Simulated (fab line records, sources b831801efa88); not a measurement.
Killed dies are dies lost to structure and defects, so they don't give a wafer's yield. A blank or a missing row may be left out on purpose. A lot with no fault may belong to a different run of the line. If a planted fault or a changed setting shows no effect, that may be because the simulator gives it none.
A lot that was struck, set against a sound lot + flow sfq-line + 18 out of 325 route steps
Sound: wafers L862.1, L862.2, L862.4. Struck: wafer L854.6. (L854.3 of the same lot was not struck and is left out.) The cause comes at the end.
Each step with rows lists, per side, the tool, then ch with its chambers, then its first start. Under that, the readings that differ: sound wafers + struck wafers + difference of the means + sigmas: that difference in standard deviations of wafers without a fault.
alike: same words and numbers on both sides, and readings whose means sit less than 2 such deviations apart. not compared: any withheld reading, any reading some wafer has no value for, any bound like >300 that may hide the same value, and any number with overlapping values for which the record gives no deviation.
Wherever a step has rows on one side only, a row that says differs or no value, or a row with sigmas, the two part there. Numbers that don't overlap but have no deviation are shown without sigmas and don't part them. A reading that every wafer of one side lacks parts them only if that side has two wafers or more.

SFQ_I2_OVL_MEAS_918:
  struck on overlay-01, day 43 11:01; sound on overlay-02, day 46 13:44
  alike: I2_OVL
SFQ_TRILAYER_I2_VIA_BARC_OPEN_VIA_ETCH_096: etches BARC in O2, target depth 125 nm, time 41.7 s.
  sound on rie-diel-02 ch 0,3, day 46 13:46; struck on rie-diel-01 ch 2, day 43 11:02
| reading                     | sound       | struck | difference | sigmas |
|-----------------------------|-------------|--------|------------|--------|
| drypump-motor-current-A (A) | 4.9 5.6 4.9 | 6.3    | +1.2       | +3     |
  alike: chamber-pressure-mTorr, oes-product-au
  not compared: rf-hours-counter-h
SFQ_TRILAYER_I2_VIA_ETCH_VIA_ETCH_070: etches SiO2 in CHF3, stops on Nb, target depth 260 nm.
  sound on rie-diel-02 ch 0,3, day 46 13:49; struck on rie-diel-01 ch 2, day 43 11:05
| reading                     | sound       | struck | difference | sigmas |
|-----------------------------|-------------|--------|------------|--------|
| drypump-motor-current-A (A) | 4.9 5.6 4.9 | 6.3    | +1.2       | +3     |
  alike: chamber-pressure-mTorr, oes-product-au
SFQ_TRILAYER_I2_VIA_STRIP_STRIP_071: strips in O2.
  sound on rie-metal-03 ch 0,1, day 46 13:55; struck on rie-metal-01 ch 1, day 43 11:23
  alike: chamber-pressure-mTorr, drypump-motor-current-A, oes-product-au
  not compared: rf-hours-counter-h
then, 2 steps without rows for these wafers: SFQ_TRILAYER_I2_VIA_STRIP_SOLV_CLEAN_072 (cleans in NMP, time 600 s); SFQ_TRILAYER_M3_DEP_PRE_CLEAN_074 (time 22.5 s).
SFQ_TRILAYER_M3_DEP_SPUTTER_073: material Nb, target thk 200 nm, time 133.3 s.
  struck on pvd-sputter-03, day 43 12:00; sound on pvd-sputter-06, day 46 14:43
  alike: resputter-cathode-voltage-v, substrate-temp-c, throttle-valve-pct
SFQ_M3_RS_MEAS_919: a four-point-probe measurement.
  struck on film-metro-04, day 43 12:08; sound on film-metro-02, day 46 14:49
  alike: M3_NB_RS
then, 3 steps without rows for these wafers: SFQ_TRILAYER_M3_LITHO_COAT_080 (resist thk 62 nm); SFQ_TRILAYER_M3_LITHO_COAT_075 (resist thk 600 nm); SFQ_TRILAYER_M3_LITHO_SOFTBAKE_079.
-- the record jumps here: 5 days lie between the struck wafers' starts before and after --
SFQ_TRILAYER_M3_LITHO_EXPOSE_076: exposes mask M3, target cd 500 nm.
  sound on krf-scanner-01 ch 0, day 51 12:56; struck on krf-scanner-01 ch 0, day 48 16:14
  alike: mask, reticle-temp-C
then, 2 steps without rows for these wafers: SFQ_TRILAYER_M3_LITHO_PEB_078 (peb time 60 s); SFQ_TRILAYER_M3_LITHO_DEVELOP_077 (time 60 s).
SFQ_M3_OVL_MEAS_921:
  struck on overlay-02, day 48 17:20; sound on overlay-02, day 51 14:26
  alike: M3_OVL
SFQ_TRILAYER_M3_BARC_OPEN_METAL_ETCH_100: etches BARC in O2, target depth 125 nm, time 41.7 s.
  sound on rie-metal-01 ch 0,1, day 51 14:28; struck on rie-metal-02 ch 1, day 48 17:23
| reading                     | sound             | struck | difference | sigmas |
|-----------------------------|-------------------|--------|------------|--------|
| drypump-motor-current-A (A) | 5.4 5.4 5.4       | 6.4    | +1.0       | +3     |
| model.M3.cd-nm (nm)         | 499.9 499.4 501.1 | 498.6  | -1.5       |        |
  alike: chamber-pressure-mTorr, oes-product-au
  not compared: rf-hours-counter-h
SFQ_TRILAYER_M3_ETCH_METAL_ETCH_078: etches Nb in Cl2/Ar, stops on SiO2, target depth 240 nm, time 120 s.
  sound on rie-metal-01 ch 0,1, day 51 14:31; struck on rie-metal-02 ch 1, day 48 17:28
| reading                     | sound             | struck | difference | sigmas |
|-----------------------------|-------------------|--------|------------|--------|
| drypump-motor-current-A (A) | 5.4 5.4 5.4       | 6.5    | +1.1       | +3     |
| model.M3.cd-nm (nm)         | 500.8 499.5 502.1 | 495    | -6         |        |
  alike: chamber-pressure-mTorr, oes-product-au
  not compared: rf-hours-counter-h
SFQ_TRILAYER_M3_STRIP_STRIP_079: strips in O2.
  sound on rie-metal-01 ch 0,1, day 51 14:39; struck on rie-metal-02 ch 1, day 48 17:45
| reading                     | sound       | struck | difference | sigmas |
|-----------------------------|-------------|--------|------------|--------|
| drypump-motor-current-A (A) | 5.4 5.3 5.4 | 6.5    | +1.1       | +3     |
  alike: chamber-pressure-mTorr, oes-product-au
  not compared: rf-hours-counter-h

== WHERE THEY PART ==
At SFQ_TRILAYER_I2_VIA_BARC_OPEN_VIA_ETCH_096 first; at SFQ_TRILAYER_M3_STRIP_STRIP_079 last (within this record only).

WHY: what the simulator had put in
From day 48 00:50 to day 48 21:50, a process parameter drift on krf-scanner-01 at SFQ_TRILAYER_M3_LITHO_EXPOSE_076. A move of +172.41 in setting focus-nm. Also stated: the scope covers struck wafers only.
